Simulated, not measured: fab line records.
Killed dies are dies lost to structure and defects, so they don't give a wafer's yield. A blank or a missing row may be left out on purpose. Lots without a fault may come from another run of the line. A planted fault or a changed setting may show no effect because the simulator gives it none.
Which tool is to blame? / flow gf180mcu / 35 wafers from 12 lots sampled at 4 of the route's 602 steps

== WHAT THE GAUGES SHOWED, per wafer ==
GF_HV_LDD_CD_MEAS_31: target cd 400 nm.
lot=L813; measured=day 12 02:40; on=cd sem-01; cd nm (nm)=400.6 399.2 400.3
lot=L814; measured=day 12 15:47; on=cd sem-02; cd nm (nm)=399.8 398.1 399.8
lot=L816; measured=day 13 01:20; on=cd sem-02; cd nm (nm)=402.9 400.0 404.8
lot=L818; measured=day 13 21:59; on=cd sem-02; cd nm (nm)=394.3 394.2 393.9
lot=L819; measured=day 14 04:59; on=cd sem-01; cd nm (nm)=401.7 398.9 398.4
lot=L823; measured=day 15 10:41; on=cd sem-02; cd nm (nm)=400.0 398.3 400.0
lot=L824; measured=day 15 18:55; on=cd sem-01; cd nm (nm)=399.0 401.2 400.4
lot=L825; measured=day 15 23:59; on=cd sem-01; cd nm (nm)=402.8 402.3
lot=L826; measured=day 16 04:05; on=cd sem-01; cd nm (nm)=412.0 410.1 412.4
lot=L827; measured=day 16 15:40; on=cd sem-02; cd nm (nm)=411.1 409.3 407.7
lot=L828; measured=day 16 21:54; on=cd sem-01; cd nm (nm)=415.9 416.4 417.1
lot=L835; measured=day 19 18:13; on=cd sem-01; cd nm (nm)=397.8 396.6 398.2

GF_HV_LDD_OVL_MEAS_32.
lot=L813; measured=day 12 02:47; on=overlay-02; HV_LDD_02_OVL (nm)=2.6 2.8 5.3
lot=L814; measured=day 12 15:55; on=overlay-02; HV_LDD_02_OVL (nm)=-1.0 -1.7 -2.6
lot=L816; measured=day 13 01:26; on=overlay-01; HV_LDD_02_OVL (nm)=0.2 -1.3 -1.6
lot=L818; measured=day 13 22:05; on=overlay-02; HV_LDD_02_OVL (nm)=-1.1 0.5 0.6
lot=L819; measured=day 14 05:07; on=overlay-01; HV_LDD_02_OVL (nm)=-1.1 -0.1 -1.7
lot=L823; measured=day 15 10:49; on=overlay-02; HV_LDD_02_OVL (nm)=-2.7 -1.6 -1.7
lot=L824; measured=day 15 19:02; on=overlay-02; HV_LDD_02_OVL (nm)=0.7 0.1 0.2
lot=L825; measured=day 16 00:05; on=overlay-01; HV_LDD_02_OVL (nm)=1.8 -0.5
lot=L826; measured=day 16 04:10; on=overlay-02; HV_LDD_02_OVL (nm)=1.1 1.2 1.6
lot=L827; measured=day 16 15:47; on=overlay-02; HV_LDD_02_OVL (nm)=1.4 0.4 0.7
lot=L828; measured=day 16 22:01; on=overlay-02; HV_LDD_02_OVL (nm)=0.9 0.1 0.3
lot=L835; measured=day 19 18:19; on=overlay-01; HV_LDD_02_OVL (nm)=-1.1 -2.4 -2.0

== WHAT TOOL EACH LOT RAN ON (gives the tool, then ch and the chambers of the sampled wafers, and finally the start) ==
lot=L813; GF_DUAL_GATE_STRIP_13=plasma asher-02 ch 0,1, day 8 17:53; GF_HV_LDD_COAT_26=litho track-03 ch 0, day 11 16:56
lot=L814; GF_DUAL_GATE_STRIP_13=plasma asher-02 ch 0,1, day 9 07:22; GF_HV_LDD_COAT_26=litho track-03 ch 0, day 12 06:02
lot=L816; GF_DUAL_GATE_STRIP_13=plasma asher-01 ch 0,1, day 9 15:06; GF_HV_LDD_COAT_26=litho track-01 ch 0, day 12 15:34
lot=L818; GF_DUAL_GATE_STRIP_13=plasma asher-01 ch 0,1, day 10 08:46; GF_HV_LDD_COAT_26=litho track-01 ch 0, day 13 11:32
lot=L819; GF_DUAL_GATE_STRIP_13=plasma asher-04 ch 0,1, day 10 15:39; GF_HV_LDD_COAT_26=litho track-02 ch 0, day 13 18:36
lot=L823; GF_DUAL_GATE_STRIP_13=plasma asher-02 ch 0,1, day 11 18:15; GF_HV_LDD_COAT_26=litho track-01 ch 0, day 14 23:19
lot=L824; GF_DUAL_GATE_STRIP_13=plasma asher-02 ch 0,1, day 12 00:52; GF_HV_LDD_COAT_26=litho track-02 ch 0, day 15 07:00
lot=L825; GF_DUAL_GATE_STRIP_13=plasma asher-04 ch 1, day 12 06:51; GF_HV_LDD_COAT_26=litho track-02 ch 0, day 15 13:00
lot=L826; GF_DUAL_GATE_STRIP_13=plasma asher-02 ch 0,1, day 12 10:21; GF_HV_LDD_COAT_26=litho track-02 ch 0, day 15 17:09
lot=L827; GF_DUAL_GATE_STRIP_13=plasma asher-04 ch 0,1, day 12 19:13; GF_HV_LDD_COAT_26=litho track-02 ch 0, day 16 03:56
lot=L828; GF_DUAL_GATE_STRIP_13=plasma asher-01 ch 0,1, day 13 01:09; GF_HV_LDD_COAT_26=litho track-02 ch 0, day 16 10:30
lot=L835; GF_DUAL_GATE_STRIP_13=plasma asher-04 ch 0,1, day 15 13:06; GF_HV_LDD_COAT_26=litho track-01 ch 0, day 19 05:50
- GF_DUAL_GATE_STRIP_13: strips in O2/N2.
- GF_HV_LDD_COAT_26: resist thk 1000 nm.

== AS READ BY THE TOOLS THEMSELVES (means over the sampled wafers that have a number; for cases with no such wafer, the mark the record gives instead) ==
GF_DUAL_GATE_STRIP_13.
lot=L813; tool=plasma asher-02; drypump motor current A (A)=6.3; heater power w (W)=359; oes product au (a.u.)=0.715; strip time to endpoint s (s)=12.64
lot=L814; tool=plasma asher-02; drypump motor current A (A)=6.3; heater power w (W)=353; oes product au (a.u.)=0.714; strip time to endpoint s (s)=12.65
lot=L816; tool=plasma asher-01; drypump motor current A (A)=5.3; heater power w (W)=384; oes product au (a.u.)=0.714; strip time to endpoint s (s)=12.66
lot=L818; tool=plasma asher-01; drypump motor current A (A)=5.3; heater power w (W)=378; oes product au (a.u.)=0.723; strip time to endpoint s (s)=12.66
lot=L819; tool=plasma asher-04; drypump motor current A (A)=5.3; heater power w (W)=349; oes product au (a.u.)=0.712; strip time to endpoint s (s)=12.58
lot=L823; tool=plasma asher-02; drypump motor current A (A)=6.3; heater power w (W)=349; oes product au (a.u.)=0.715; strip time to endpoint s (s)=12.65
lot=L824; tool=plasma asher-02; drypump motor current A (A)=6.3; heater power w (W)=380; oes product au (a.u.)=0.718; strip time to endpoint s (s)=12.61
lot=L825; tool=plasma asher-04; drypump motor current A (A)=5.6; heater power w (W)=341; oes product au (a.u.)=0.712; strip time to endpoint s (s)=12.63
lot=L826; tool=plasma asher-02; drypump motor current A (A)=6.4; heater power w (W)=378; oes product au (a.u.)=0.712; strip time to endpoint s (s)=12.63
lot=L827; tool=plasma asher-04; drypump motor current A (A)=5.3; heater power w (W)=357; oes product au (a.u.)=0.715; strip time to endpoint s (s)=12.65
lot=L828; tool=plasma asher-01; drypump motor current A (A)=5.3; heater power w (W)=378; oes product au (a.u.)=0.716; strip time to endpoint s (s)=12.64
lot=L835; tool=plasma asher-04; drypump motor current A (A)=5.4; heater power w (W)=348; oes product au (a.u.)=0.715; strip time to endpoint s (s)=12.56

GF_HV_LDD_COAT_26.
lot=L813; tool=litho track-03; chill plate temp C (C)=23.20; resist line temp C (C)=23.09; spin speed rpm (rpm)=2998.9
lot=L814; tool=litho track-03; chill plate temp C (C)=22.89; resist line temp C (C)=22.98; spin speed rpm (rpm)=2999.5
lot=L816; tool=litho track-01; chill plate temp C (C)=22.88; resist line temp C (C)=23.05; spin speed rpm (rpm)=2999.6
lot=L818; tool=litho track-01; chill plate temp C (C)=22.98; resist line temp C (C)=22.93; spin speed rpm (rpm)=2999.0
lot=L819; tool=litho track-02; chill plate temp C (C)=22.85; resist line temp C (C)=22.93; spin speed rpm (rpm)=2997.8
lot=L823; tool=litho track-01; chill plate temp C (C)=22.91; resist line temp C (C)=22.90; spin speed rpm (rpm)=3001.2
lot=L824; tool=litho track-02; chill plate temp C (C)=22.99; resist line temp C (C)=22.90; spin speed rpm (rpm)=3000.2
lot=L825; tool=litho track-02; chill plate temp C (C)=22.92; resist line temp C (C)=22.93; spin speed rpm (rpm)=2999.6
lot=L826; tool=litho track-02; chill plate temp C (C)=23.00; resist line temp C (C)=22.91; spin speed rpm (rpm)=3000.0
lot=L827; tool=litho track-02; chill plate temp C (C)=22.87; resist line temp C (C)=23.02; spin speed rpm (rpm)=2999.7
lot=L828; tool=litho track-02; chill plate temp C (C)=23.06; resist line temp C (C)=23.04; spin speed rpm (rpm)=2998.5
lot=L835; tool=litho track-01; chill plate temp C (C)=23.12; resist line temp C (C)=22.96; spin speed rpm (rpm)=2999.4

== THE ANSWER, worked out from the rows above alone ==
Rule: what is usual is taken from the lots themselves. The widest of any qualifying gaps counts: lots, ordered by their means at a reading, are off when they make up no more than a third of the lots, leave a main group of 4 or more, and stand apart from it by 3 or more times the standard deviation of that group's means. A main group whose means are all the same, to the digits that the tables above print for the reading, isn't used. A lot without any number at a reading at which 4 lots or more have one is off too. The other lots that the step has rows for count as sound. The gauges are gone through in route order, then the tools' own readings, and for those a lot's mean is taken as printed above. At the first step where some lot is off, the reading lying furthest off is the one used; lots without a number count as furthest.
No lot is off on any of the readings shown, so nothing can be concluded from this.

== WHAT WAS PUT IN BY THE SIMULATOR ==
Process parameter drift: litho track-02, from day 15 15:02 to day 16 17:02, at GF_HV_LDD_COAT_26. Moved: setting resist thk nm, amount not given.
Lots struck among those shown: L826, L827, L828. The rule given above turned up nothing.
